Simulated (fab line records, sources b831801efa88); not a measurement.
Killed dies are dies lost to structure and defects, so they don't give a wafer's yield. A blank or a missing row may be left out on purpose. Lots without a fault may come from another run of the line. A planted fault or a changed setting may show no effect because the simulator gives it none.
Problem report in the 8D (eight disciplines) form, filled by code | flow sfq_line | the parts of the form that need people (team, actions taken, sign-off) are left out

1. THE PROBLEM
thk_nm at SFQ_TRILAYER_I0_METRO_MEASURE_029 reads a mean of 186.0 nm on 3 wafers of 2 lots; wafers without a fault read 200.4 nm with a standard deviation of 0.97. That is -15 standard deviations from the usual mean.
First seen on wafer L289.2, day 13 17:29, on film_metro-03. The record holds 42 wafers of 14 lots with a number at this step. Rule for "out", or "out of limits": more than 4 standard deviations from the usual mean. The other wafers with a number count as sound.

2. WHAT IT IS AND WHAT IT IS NOT
question                    | is                           | is not
which readings at this step | thk_nm                       | -
which lots                  | L289, L291                   | L279, L280, L281, L283, L284, L285, L286, L298, L299, L300, L301, L302
which wafers of those lots  | L289.2, L291.2, L291.4       | L289.3, L289.5, L291.3
read on which tools         | film_metro-02, film_metro-03 | film_metro-04
when                        | from day 13 17:29            | up to then (23 sound wafers); but 16 sound wafers of L291, L298, L299, L300, L301, L302 came after

3. SUSPECTS, AND WHAT RULES EACH OUT
Counting: a tool at a process step up to the reading stays a suspect if it ran every lot that is out. Sound lots after the first of them don't rule it out here, since some wafers of a struck lot are sound.
- cmp-02 at SFQ_TRILAYER_I0_CMP_CMP_028 (polishes SiO2): kept. It ran every lot that is out, first L289 (day 13 15:10); its last sound lot up to then is L286 (day 12 20:35).
Left after counting: cmp-02 at SFQ_TRILAYER_I0_CMP_CMP_028.

4. THE CAUSE (what the simulator had put in)
Process parameter drift: cmp-02, from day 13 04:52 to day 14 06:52, at SFQ_TRILAYER_I0_CMP_CMP_028. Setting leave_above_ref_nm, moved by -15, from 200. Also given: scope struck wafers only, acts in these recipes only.
Counting left only this tool.

5. THE CHAIN OF EFFECTS, in route order
Each row: a reading whose mean over the struck wafers that have a number lies more than 3 standard deviations from the usual. Only readings for which the record gives a usual standard deviation are gone through. hours: the time from each lot's start at the first step in this table that gives one to its start at this step, as a median over the lots. sigmas: the change in usual standard deviations.
hours | step                                  | reading        | usual      | on struck wafers | change | sigmas
0     | SFQ_TRILAYER_I0_METRO_MEASURE_029     | thk_nm         | 200.4 nm   | 186.0            | -14.4  | -15
146   | SFQ_TRILAYER_I0_VIA_ETCH_VIA_ETCH_034 | oes_product_au | 0.855 a.u. | 0.818            | -0.037 | -8.3
The process steps in it:
- SFQ_TRILAYER_I0_METRO_MEASURE_029
- SFQ_TRILAYER_I0_VIA_ETCH_VIA_ETCH_034: etches SiO2 in CHF3, stops on Nb, target depth 260 nm.

6. WHAT WOULD HAVE CAUGHT IT SOONER
In this record the first reading out of limits was taken at day 13 17:29, 13 hours after the fault began at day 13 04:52.
Of the tool readings at SFQ_TRILAYER_I0_CMP_CMP_028 for which the record gives a usual standard deviation, none was out on any struck wafer, so an alarm limit of 4 standard deviations on them would not have fired.
Of the lots that are out (2), L291 began SFQ_TRILAYER_I0_CMP_CMP_028 on cmp-02 after day 13 17:29. A hold on the tool at that time would have spared it.
